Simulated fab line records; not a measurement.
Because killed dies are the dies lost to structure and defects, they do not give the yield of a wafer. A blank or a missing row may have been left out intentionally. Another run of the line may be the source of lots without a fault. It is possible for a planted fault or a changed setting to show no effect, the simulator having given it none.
fab line records    flow sfq_line
[record] lots = 5  wafers = 15  last_day = 80
route steps=325 shown M2@92 I2@103 M3@118 I3@133 M8@325
lots with no fault: from the same line, run without faults
start_h: start of the lot's first displayed wafer, in hours after the record's first day    wait_h: hours since the lot's step before    " unchanged from the row above    L1.1+2: one row covering several wafers at once    - either no value or no given start    * or withheld: withheld    < > ~ a bound
route shown NAME@n: NAME is a module with steps in the file, n the number in the route of the first one    usual: mean/standard deviation taken from wafers without a fault    same: alike in all rows    chamber/n: place in a boat    sites: readings site by site    _std_site: the standard deviation of these    _edge_site: the outer-site mean with the inner-site mean subtracted    radius_mm: how far each site lies from the wafer's centre    mask NAME#n: copy n    behind: the last tool/chamber to shape the wafer    hold: the reason the lot was held/the length of the hold in hours/how it ended    device: whichever transistor did not switch (one of n, p or np)    end of line: the route-end tests of the same wafers    a step with no rows: only its recipe    killed: at the first sort, the dies lost to defects and structure; wafer yield is something else    map: a wafer's dies, marking killed ones x, the rest . and places with no die _
set.NAME: the run value of the setting; set.NAME@STEP: its run value at that earlier step    model.NAME: the simulator's own value behind a step, which no gauge read
lots seen at some steps along the route; tables by step, rows by wafer
services: from which hour (start_h, from the record's first day; less than 0 if before it) a tool's chamber was out of use, for how many hours, and why
[[steps]]
[step SFQ_TRILAYER_M2_LITHO_COAT_062]
[recipe] resist = BARC  spin_rpm = 3000  resist_thk_nm = 62
[step SFQ_TRILAYER_M2_LITHO_COAT_057]
[recipe] resist = KrF  spin_rpm = 3000  resist_thk_nm = 600
[step SFQ_TRILAYER_M2_LITHO_SOFTBAKE_061]
[recipe] temp_c = withheld  time_s = withheld  resist = KrF
[step SFQ_TRILAYER_M2_LITHO_EXPOSE_058]
[recipe] mask_id = M2  na = 0.6  source_shape = conventional  sigma_outer = 0.65  target_cd_nm = 500  dose_mj = 14.4
[step SFQ_TRILAYER_M2_LITHO_PEB_060]
[recipe] peb_temp_c = 115  peb_time_s = 60  resist = KrF
[step SFQ_TRILAYER_M2_LITHO_DEVELOP_059]
[recipe] time_s = 60  resist = KrF
[step SFQ_M2_OVL_MEAS_916]
[usual] M2_OVL = 0/5.6
lot.wafer  tool        chamber  start_h  wait_h  M2_OVL[nm]
L582.1     overlay-02  -        599.31   0.1     1
L582.4     "           -        "        "       6
L582.5     "           -        "        "       6
L585.1     overlay-02  -        620.55   0.1     2
L585.3     "           -        "        "       3
L585.6     "           -        "        "       -1
L590.1     overlay-01  -        841.88   0.1     -5
L590.3     "           -        "        "       -9
L590.6     "           -        "        "       -3
L594.2     overlay-01  -        872.18   0.1     11
L594.3     "           -        "        "       8
L594.4     "           -        "        "       6
L604.4     overlay-02  -        973.97   0.1     -4
L604.5     "           -        "        "       2
L604.6     "           -        "        "       -9
[step SFQ_TRILAYER_M2_BARC_OPEN_METAL_ETCH_077]
[recipe] mask_material = PR  chemistry = O2  target_depth_nm = 125  target = BARC  icp_w = 600  bias_w = 80  pressure_mtorr = 10  time_s = 41.7
[step SFQ_TRILAYER_M2_ETCH_METAL_ETCH_060]
[recipe] target = Nb  stop_on = SiO2  mask_material = PR  chemistry = Cl2/Ar  target_depth_nm = 240  icp_w = 600  bias_w = 80  pressure_mtorr = 10  time_s = 120
[step SFQ_TRILAYER_M2_STRIP_STRIP_061]
[recipe] gas = O2  power_w = 200  platen_temp_c = 40  overash_fraction = 0.65  chemistry = O2  pressure_mtorr = 50
[step SFQ_TRILAYER_M2_STRIP_SOLV_CLEAN_062]
[recipe] chemistry = NMP  temp_c = 70  time_s = 600
[step SFQ_TRILAYER_I2_DEP_PECVD_063]
[recipe] material = SiO2  temp_c = 150  time_s = 111.11  pressure_torr = 2.4  rf_w = 183.3  precursor = SiH4/N2O  target_thk_nm = 500
[usual] heater_power_w = 84/15  throttle_valve_pct = 24.1/0.94
lot.wafer  tool      chamber  start_h  wait_h  heater_power_w  throttle_valve_pct
L582.1     pecvd-01  2        600.31   0.0     81              23.4
L582.4     "         1        "        "       105             22.6
L582.5     "         2        "        "       86              23.4
L585.1     pecvd-04  2        621.55   0.0     93              25.3
L585.3     "         1        "        "       99              23.9
L585.6     "         0        "        "       81              23.4
L590.1     pecvd-04  0        842.88   0.0     81              23.7
L590.3     "         2        "        "       91              25.8
L590.6     "         0        "        "       81              24.2
L594.2     pecvd-02  0        873.96   0.0     53              25.1
L594.3     "         2        "        "       74              25.8
L594.4     "         0        "        "       57              25.0
L604.4     pecvd-01  0        974.99   0.0     103             23.0
L604.5     "         1        "        "       106             23.0
L604.6     "         2        "        "       83              23.8
[step SFQ_TRILAYER_I2_CMP_CMP_064]
[recipe] material = SiO2  down_force_psi = 3  platen_rpm = 60  pad_velocity_m_s = 0.94248
[usual] motor_current_A = 10.4/0.91  time_to_endpoint_s = 217/9.7
lot.wafer  tool    chamber  start_h  wait_h  motor_current_A  time_to_endpoint_s  model.SiO2_of_TRILAYER_I2_DEP_PECVD_063.thk_nm
L582.1     cmp-01  0        602.22   1.9     10.7             196                 198.8
L582.4     "       2        603.22   2.8     11.0             214                 202
L582.5     "       3        "        "       9.4              212                 201.8
L585.3     cmp-01  3        623.13   1.5     9.2              232                 202.1
L585.1     "       0        "        "       9.9              212                 200.3
L585.6     "       3        625.13   3.5     10.0             238                 202
L590.3     cmp-02  2        848.77   5.8     10.8             211                 198.2
L590.1     "       3        "        "       10.5             203                 198.7
L590.6     "       2        850.77   7.8     11.6             221                 199.7
L594.2     cmp-02  0        890.78   16.8    10.9             204                 199.8
L594.4     "       1        "        "       10.0             223                 201.4
L594.3     "       2        "        "       11.0             206                 198.4
L604.4     cmp-02  1        976.03   1.0     10.4             265                 151.3
L604.6     "       3        977.03   2.0     10.5             243                 148.5
L604.5     "       0        "        "       11.2             215                 200.1
[step SFQ_I2_BOW_MEAS_917]
[recipe] mode = bow
[usual] I2_BOW = 4/9.1
lot.wafer  tool           chamber  start_h  wait_h  I2_BOW[um]
L582.1     film_metro-04  -        604.72   2.0     -9
L582.4     "              -        "        "       12
L582.5     "              -        "        "       -3
L585.1     film_metro-02  -        625.63   1.5     15
L585.3     "              -        "        "       19
L585.6     "              -        "        "       -2
L590.1     film_metro-04  -        851.77   2.0     15
L590.3     "              -        "        "       0
L590.6     "              -        "        "       14
L594.2     film_metro-02  -        893.30   2.0     4
L594.3     "              -        "        "       -6
L594.4     "              -        "        "       9
L604.4     film_metro-03  -        978.09   1.6     -1
L604.5     "              -        "        "       -8
L604.6     "              -        "        "       4
[step SFQ_TRILAYER_I2_METRO_MEASURE_065]
[usual] thk_nm = 200.3/1.3
lot.wafer  tool           chamber  start_h  wait_h  thk_nm
L582.1     film_metro-04  -        604.84   0.1     198.9
L582.4     "              -        "        "       202.0
L582.5     "              -        "        "       201.9
L585.1     film_metro-02  -        625.75   0.1     200.4
L585.3     "              -        "        "       202.1
L585.6     "              -        "        "       202.1
L590.1     film_metro-04  -        851.89   0.1     198.6
L590.3     "              -        "        "       198.0
L590.6     "              -        "        "       199.6
L594.2     film_metro-02  -        893.60   0.3     199.7
L594.3     "              -        "        "       198.5
L594.4     "              -        "        "       201.2
L604.4     film_metro-03  -        978.75   0.6     151.3
L604.5     "              -        "        "       200.3
L604.6     "              -        "        "       148.5
[step SFQ_TRILAYER_I2_VIA_LITHO_COAT_072]
[recipe] resist = BARC  spin_rpm = 3000  resist_thk_nm = 62
[step SFQ_TRILAYER_I2_VIA_LITHO_COAT_067]
[recipe] resist = KrF  spin_rpm = 3000  resist_thk_nm = 650
[step SFQ_TRILAYER_I2_VIA_LITHO_SOFTBAKE_071]
[recipe] temp_c = withheld  time_s = withheld  resist = KrF
[step SFQ_TRILAYER_I2_VIA_LITHO_EXPOSE_068]
[recipe] mask_id = I2  na = 0.6  source_shape = conventional  sigma_outer = 0.65  target_cd_nm = 500  dose_mj = 21.3
[step SFQ_TRILAYER_I2_VIA_LITHO_PEB_070]
[recipe] peb_temp_c = 115  peb_time_s = 60  resist = KrF
[step SFQ_TRILAYER_I2_VIA_LITHO_DEVELOP_069]
[recipe] time_s = 60  resist = KrF
[step SFQ_I2_OVL_MEAS_918]
[usual] I2_OVL = 1/6.8
lot.wafer  tool        chamber  start_h  wait_h  I2_OVL[nm]
L582.1     overlay-02  -        765.05   0.1     4
L582.4     "           -        "        "       9
L582.5     "           -        "        "       12
L585.1     overlay-02  -        781.64   0.1     0
L585.3     "           -        "        "       -2
L585.6     "           -        "        "       -1
L590.1     overlay-01  -        855.46   0.1     13
L590.3     "           -        "        "       17
L590.6     "           -        "        "       22
L594.2     overlay-02  -        1030.21  0.1     -9
L594.3     "           -        "        "       -9
L594.4     "           -        "        "       -3
L604.4     overlay-01  -        1119.02  0.1     -3
L604.5     "           -        "        "       -4
L604.6     "           -        "        "       -4
[step SFQ_TRILAYER_I2_VIA_BARC_OPEN_VIA_ETCH_096]
[recipe] mask_material = PR  chemistry = O2  target_depth_nm = 125  target = BARC  source_w = 500  bias_w = 80  pressure_mtorr = 30  time_s = 41.7
[usual] drypump_motor_current_A = 5.8/0.53  oes_product_au = 0.685/0.0047
lot.wafer  tool         chamber  start_h  wait_h  drypump_motor_current_A  oes_product_au  rf_hours_counter_h
L582.1     rie_diel-01  1        765.08   0.0     6.2                      0.686           20
L582.4     "            3        "        "       6.0                      0.685           15
L582.5     "            2        "        "       5.6                      0.690           -
L585.1     rie_diel-03  1        781.68   0.0     6.0                      0.686           13
L585.3     "            2        "        "       5.2                      0.684           8
L585.6     "            3        "        "       5.5                      0.687           -
L590.1     rie_diel-01  1        855.50   0.0     6.2                      0.682           22
L590.3     "            3        "        "       6.1                      0.683           16
L590.6     "            0        "        "       6.5                      0.686           -
L594.2     rie_diel-01  3        1030.24  0.0     6.1                      0.687           19
L594.3     "            0        "        "       6.6                      0.685           8
L594.4     "            2        "        "       5.6                      0.676           4
L604.4     rie_diel-01  2        1119.04  0.0     5.7                      0.685           5
L604.5     "            0        "        "       6.6                      0.684           -
L604.6     "            3        "        "       6.1                      0.690           -
[step SFQ_TRILAYER_I2_VIA_ETCH_VIA_ETCH_070]
[recipe] target = SiO2  stop_on = Nb  mask_material = PR  taper_deg = 20  chemistry = CHF3  target_depth_nm = 260  source_w = 500  bias_w = 80  pressure_mtorr = 30  time_s = withheld
[usual] drypump_motor_current_A = 5.8/0.53  oes_product_au = 0.855/0.0047
lot.wafer  tool         chamber  start_h  wait_h  drypump_motor_current_A  oes_product_au  model.etch.depth_nm  model.I2.feature_depth_nm
L582.1     rie_diel-01  1        765.12   0.0     6.1                      0.855           198.8                198.8
L582.4     "            3        "        "       6.1                      0.860           202                  202
L582.5     "            2        "        "       5.7                      0.856           201.8                201.8
L585.1     rie_diel-03  1        781.72   0.0     5.9                      0.852           200.3                200.3
L585.3     "            2        "        "       5.1                      0.850           202.1                202.1
L585.6     "            3        "        "       5.5                      0.861           202                  202
L590.1     rie_diel-01  1        855.54   0.0     6.2                      0.852           198.7                198.7
L590.3     "            3        "        "       6.1                      0.846           198.2                198.2
L590.6     "            0        "        "       6.6                      0.857           199.7                199.7
L594.2     rie_diel-01  3        1030.28  0.0     6.1                      0.847           199.8                199.8
L594.3     "            0        "        "       6.6                      0.857           198.4                198.4
L594.4     "            2        "        "       5.6                      0.853           201.4                201.4
L604.4     rie_diel-01  2        1119.08  0.0     5.6                      0.738           151.3                151.3
L604.5     "            0        "        "       6.6                      0.852           200.1                200.1
L604.6     "            3        "        "       6.0                      0.729           148.5                148.5
[step SFQ_TRILAYER_I2_VIA_STRIP_STRIP_071]
[recipe] gas = O2  power_w = 200  platen_temp_c = 40  overash_fraction = 0.65  chemistry = O2  pressure_mtorr = 50
[step SFQ_TRILAYER_I2_VIA_STRIP_SOLV_CLEAN_072]
[recipe] chemistry = NMP  temp_c = 70  time_s = 600
[step SFQ_TRILAYER_M3_DEP_PRE_CLEAN_074]
[recipe] gas = Ar  time_s = 22.5  bias_v = 250
lot.wafer  tool            chamber  start_h  wait_h  model.SiO2_of_TRILAYER_I2_DEP_PECVD_063.thk_nm
L582.1     pvd_sputter-05  -        766.01   0.0     191.3
L582.4     "               -        "        "       194.5
L582.5     "               -        "        "       194.3
L585.1     pvd_sputter-06  -        782.61   0.0     192.8
L585.3     "               -        "        "       194.6
L585.6     "               -        "        "       194.5
L590.1     pvd_sputter-05  -        856.42   0.0     191.2
L590.3     "               -        "        "       190.7
L590.6     "               -        "        "       192.2
L594.2     pvd_sputter-06  -        1031.18  0.0     192.3
L594.3     "               -        "        "       190.9
L594.4     "               -        "        "       193.9
L604.4     pvd_sputter-05  -        1119.97  0.0     143.8
L604.5     "               -        "        "       192.6
L604.6     "               -        "        "       141
[step SFQ_TRILAYER_M3_DEP_SPUTTER_073]
[recipe] material = Nb  base_pressure_pa = 1.33e-06  chamber_pressure_pa = 0.1333  substrate_temp_c = 20  resputter_cathode_voltage_v = 400  target_thk_nm = 200  power_w = 2000  time_s = 133.3
[step SFQ_M3_RS_MEAS_919]
[recipe] thk_meas_gauge = four-point-probe  reads = Nb_of_TRILAYER_M3_DEP_SPUTTER_073
[usual] M3_NB_RS = 0.886/0.0079
lot.wafer  tool           chamber  start_h  wait_h  M3_NB_RS[ohm/sq]
L582.1     film_metro-02  -        766.13   0.0     0.880
L582.4     "              -        "        "       0.885
L582.5     "              -        "        "       0.865
L585.1     film_metro-02  -        782.73   0.0     0.896
L585.3     "              -        "        "       0.883
L585.6     "              -        "        "       0.881
L590.1     film_metro-04  -        856.54   0.0     0.889
L590.3     "              -        "        "       0.887
L590.6     "              -        "        "       0.885
L594.2     film_metro-04  -        1031.32  0.1     0.897
L594.3     "              -        "        "       0.885
L594.4     "              -        "        "       0.890
L604.4     film_metro-04  -        1120.15  0.1     0.892
L604.5     "              -        "        "       0.886
L604.6     "              -        "        "       0.889
[step SFQ_TRILAYER_M3_LITHO_COAT_080]
[recipe] resist = BARC  spin_rpm = 3000  resist_thk_nm = 62
[step SFQ_TRILAYER_M3_LITHO_COAT_075]
[recipe] resist = KrF  spin_rpm = 3000  resist_thk_nm = 600
[step SFQ_TRILAYER_M3_LITHO_SOFTBAKE_079]
[recipe] temp_c = withheld  time_s = withheld  resist = KrF
[step SFQ_TRILAYER_M3_LITHO_EXPOSE_076]
[recipe] mask_id = M3  na = 0.6  source_shape = conventional  sigma_outer = 0.65  target_cd_nm = 500  dose_mj = 14.4
[step SFQ_TRILAYER_M3_LITHO_PEB_078]
[recipe] peb_temp_c = 115  peb_time_s = 60  resist = KrF
[step SFQ_TRILAYER_M3_LITHO_DEVELOP_077]
[recipe] time_s = 60  resist = KrF
[step SFQ_M3_OVL_MEAS_921]
[usual] M3_OVL = 2/5.2
lot.wafer  tool        chamber  start_h  wait_h  M3_OVL[nm]
L582.1     overlay-01  -        772.04   0.1     2
L582.4     "           -        "        "       -1
L582.5     "           -        "        "       -5
L585.1     overlay-02  -        785.52   0.1     -1
L585.3     "           -        "        "       5
L585.6     "           -        "        "       -1
L590.1     overlay-01  -        858.97   0.1     8
L590.3     "           -        "        "       3
L590.6     "           -        "        "       -5
L594.2     overlay-01  -        1164.76  0.1     -1
L594.3     "           -        "        "       -1
L594.4     "           -        "        "       0
L604.4     overlay-02  -        1239.87  0.1     5
L604.5     "           -        "        "       -7
L604.6     "           -        "        "       -3
[step SFQ_TRILAYER_M3_BARC_OPEN_METAL_ETCH_100]
[recipe] mask_material = PR  chemistry = O2  target_depth_nm = 125  target = BARC  icp_w = 600  bias_w = 80  pressure_mtorr = 10  time_s = 41.7
[usual] drypump_motor_current_A = 5.6/0.6  oes_product_au = 0.685/0.0043
lot.wafer  tool          chamber  start_h  wait_h  drypump_motor_current_A  oes_product_au  rf_hours_counter_h
L582.1     rie_metal-04  0        772.08   0.0     5.7                      0.689           45
L582.4     "             0        "        "       5.7                      0.682           -
L582.5     "             1        "        "       4.8                      0.686           -
L585.1     rie_metal-04  0        785.56   0.0     5.7                      0.691           48
L585.3     "             0        "        "       5.6                      0.689           -
L585.6     "             0        "        "       5.7                      0.691           -
L590.1     rie_metal-01  0        859.01   0.0     5.3                      0.684           25
L590.3     "             1        "        "       6.3                      0.683           -
L590.6     "             1        "        "       6.3                      0.688           -
L594.2     rie_metal-01  1        1164.79  0.0     6.3                      0.680           55
L594.3     "             0        "        "       5.3                      0.681           -
L594.4     "             1        "        "       6.3                      0.676           -
L604.4     rie_metal-01  0        1239.91  0.0     5.3                      0.683           -
L604.5     "             1        "        "       6.3                      0.689           -
L604.6     "             0        "        "       5.3                      0.678           -
[step SFQ_TRILAYER_M3_ETCH_METAL_ETCH_078]
[recipe] target = Nb  stop_on = SiO2  mask_material = PR  chemistry = Cl2/Ar  target_depth_nm = 240  icp_w = 600  bias_w = 80  pressure_mtorr = 10  time_s = 120
[usual] drypump_motor_current_A = 5.6/0.6  oes_product_au = 0.896/0.0061
lot.wafer  tool          chamber  start_h  wait_h  drypump_motor_current_A  oes_product_au  rf_hours_counter_h
L582.1     rie_metal-04  0        772.14   0.0     5.7                      0.899           45
L582.4     "             0        "        "       5.7                      0.899           -
L582.5     "             1        "        "       4.8                      0.909           -
L585.1     rie_metal-04  0        785.68   0.1     5.7                      0.898           49
L585.3     "             0        "        "       5.6                      0.892           -
L585.6     "             0        "        "       5.7                      0.900           -
L590.1     rie_metal-01  0        859.07   0.0     5.3                      0.892           25
L590.3     "             1        "        "       6.3                      0.893           -
L590.6     "             1        "        "       6.3                      0.891           -
L594.2     rie_metal-01  1        1164.85  0.0     6.3                      0.893           55
L594.3     "             0        "        "       5.3                      0.898           -
L594.4     "             1        "        "       6.3                      0.896           -
L604.4     rie_metal-01  0        1239.99  0.1     5.3                      0.895           -
L604.5     "             1        "        "       6.3                      0.904           -
L604.6     "             0        "        "       5.3                      0.901           -
[step SFQ_TRILAYER_M3_STRIP_STRIP_079]
[recipe] gas = O2  power_w = 200  platen_temp_c = 40  overash_fraction = 0.65  chemistry = O2  pressure_mtorr = 50
[step SFQ_TRILAYER_M3_STRIP_SOLV_CLEAN_080]
[recipe] chemistry = NMP  temp_c = 70  time_s = 600
[step SFQ_TRILAYER_I3_DEP_PECVD_081]
[recipe] material = SiO2  temp_c = 150  time_s = 111.11  pressure_torr = 2.4  rf_w = 183.3  precursor = SiH4/N2O  target_thk_nm = 500
[usual] heater_power_w = 84/15  throttle_valve_pct = 23.9/0.89
lot.wafer  tool      chamber  start_h  wait_h  heater_power_w  throttle_valve_pct
L582.1     pecvd-04  0        773.04   0.0     77              23.5
L582.4     "         0        "        "       78              23.7
L582.5     "         2        "        "       90              25.5
L585.1     pecvd-04  0        787.30   0.0     71              23.9
L585.3     "         2        "        "       99              25.3
L585.6     "         0        "        "       76              24.1
L590.1     pecvd-04  1        859.97   0.0     92              24.4
L590.3     "         0        "        "       81              23.8
L590.6     "         2        "        "       97              25.5
L594.2     pecvd-01  2        1165.75  0.0     81              24.3
L594.3     "         0        "        "       94              23.4
L594.4     "         0        "        "       96              23.6
L604.4     pecvd-01  0        1240.89  0.0     105             23.2
L604.5     "         1        "        "       107             23.8
L604.6     "         2        "        "       70              24.4
[step SFQ_M8_BOW_MEAS_951]
[recipe] mode = bow
[usual] M8_BOW = 11/11
lot.wafer  tool           chamber  start_h  wait_h  M8_BOW[um]  model.etest.i2.link_ohm
L582.1     film_metro-04  -        1805.98  0.0     1           1.958
L582.4     "              -        "        "       22          1.968
L582.5     "              -        "        "       5           1.958
L585.1     film_metro-03  -        1835.88  0.0     23          1.968
L585.3     "              -        "        "       27          1.949
L585.6     "              -        "        "       6           1.945
L590.1     film_metro-02  -        1853.15  0.0     23          1.966
L590.3     "              -        "        "       6           1.968
L590.6     "              -        "        "       20          1.972
L594.2     film_metro-02  -        1862.01  0.0     17          1.971
L594.3     "              -        "        "       8           1.972
L594.4     "              -        "        "       23          1.981
L604.4     film_metro-03  -        1916.08  0.1     10          1.917
L604.5     "              -        "        "       3           1.954
L604.6     "              -        "        "       16          1.909
[[services]]
tool          chamber  start_h  hours  kind
rie_metal-04  1        579.05   1.0    repair
rie_diel-01   3        606.85   7.2    repair
pecvd-04      2        613.03   7.1    repair
pecvd-04      1        624.51   3.7    repair
pecvd-04      2        652.22   1.8    repair
rie_metal-01  -        773.27   1.3    repair
rie_metal-01  -        793.44   0.4    repair
pecvd-04      0        796.37   9.5    repair
rie_diel-01   3        847.87   3.9    repair
pecvd-04      -        873.91   1.8    repair
pecvd-04      -        881.81   0.6    repair
rie_diel-01   0        885.78   7.8    repair
pecvd-04      2        901.53   18.8   repair
rie_metal-01  0        921.69   5.8    repair
pecvd-04      2        985.73   15.2   repair
pecvd-04      -        1028.17  0.4    repair
rie_diel-01   2        1092.80  5.0    repair
rie_diel-01   0        1100.63  6.8    repair
rie_metal-01  1        1114.33  4.6    repair
rie_diel-01   1        1168.79  8.4    repair
pecvd-04      -        1174.76  2.8    pm
rie_diel-01   0        1184.80  3.6    repair
rie_diel-01   2        1206.30  7.5    repair
rie_metal-01  -        1240.67  2.8    pm
[[key]]
[first_sign] step = SFQ_TRILAYER_I2_CMP_CMP_064  reading = time_to_endpoint_s  direction = up  sigmas = 3.8  usual = *  struck = *
[effect] step = SFQ_TRILAYER_I2_METRO_MEASURE_065  reading = thk_nm  direction = down  sigmas = 40  usual = 200.3  struck = 149.9
[effect] step = SFQ_TRILAYER_I2_VIA_ETCH_VIA_ETCH_070  reading = oes_product_au  direction = down  sigmas = 26  usual = 0.855  struck = 0.734
[model_effect] step = SFQ_TRILAYER_I2_CMP_CMP_064  value = SiO2_of_TRILAYER_I2_DEP_PECVD_063.thk_nm  without = 199.9  struck = 149.9
[model_effect] step = SFQ_TRILAYER_I2_VIA_ETCH_VIA_ETCH_070  value = etch.depth_nm  without = 199.9  struck = 149.9
[model_effect] step = SFQ_TRILAYER_M3_DEP_PRE_CLEAN_074  value = SiO2_of_TRILAYER_I2_DEP_PECVD_063.thk_nm  without = 192.4  struck = 142.4
[model_effect] step = SFQ_M8_BOW_MEAS_951  value = etest.i2.link_ohm  without = 1.96  struck = 1.913
met_at SFQ_TRILAYER_I2_CMP_CMP_064
struck_wafers L604.4,L604.6
onset_between 890.78 976.03
[fault] kind = process_parameter_drift  tool = cmp-02  chamber = -  onset_h = 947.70  steps = SFQ_TRILAYER_I2_CMP_CMP_064  channel = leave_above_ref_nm  offset = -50  shape = step  end_h = 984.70  scope = struck_wafers_only  acts_in = these_recipes_only  stated = 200
